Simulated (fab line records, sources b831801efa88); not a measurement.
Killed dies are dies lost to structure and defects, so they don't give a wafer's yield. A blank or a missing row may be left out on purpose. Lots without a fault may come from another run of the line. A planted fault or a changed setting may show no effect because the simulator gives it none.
Which tool did it? | flow sky130 | 12 lots, 36 wafers sampled, at 1 step of a route of 708

WHAT THE GAUGES READ, wafer by wafer
SKY_SD_N_OVL_MEAS_08.
lot  | measured     | on         | SD_N_OVL (nm)
L076 | day 28 10:42 | overlay-02 | 0.7 -2.2 -0.9
L077 | day 28 21:41 | overlay-02 | -3.0 -2.8 -2.4
L079 | day 29 10:26 | overlay-01 | 0.5 0.6 1.8
L081 | day 31 00:51 | overlay-01 | -2.1 -1.5 -1.0
L083 | day 31 13:09 | overlay-01 | -0.2 -0.9 -1.7
L085 | day 32 05:36 | overlay-02 | 1.1 0.9 -0.5
L088 | day 33 03:06 | overlay-02 | 1.9 1.5 2.9
L089 | day 33 10:59 | overlay-01 | -1.9 0.0 -0.8
L090 | day 34 04:40 | overlay-02 | 0.5 -0.6 -0.4
L092 | day 34 15:44 | overlay-01 | -0.2 0.7 1.8
L095 | day 34 22:34 | overlay-01 | -1.6 -1.0 -1.8
L097 | day 35 09:49 | overlay-01 | 1.0 1.6 0.9

WHICH TOOL RAN EACH LOT (tool, then ch and the chambers of the sampled wafers, then the start)
The record holds no process step before these readings.

THE ANSWER, worked out from the rows above alone
Rule: what is usual is taken from the lots themselves. Put in order of their means at a reading, lots are off if they are a third of the lots or fewer, leave a main group of 4 or more, and stand apart from it by a gap of 3 or more times the standard deviation of the main group's means; of several such gaps the widest counts. A main group whose means are all the same, to the digits that the tables above print for the reading, isn't used. A lot without any number at a reading at which 4 lots or more have one is off too. The other lots that the step has rows for count as sound.
No lot is off at any reading shown: from this, nothing can be told.

WHAT THE SIMULATOR HAD PUT IN
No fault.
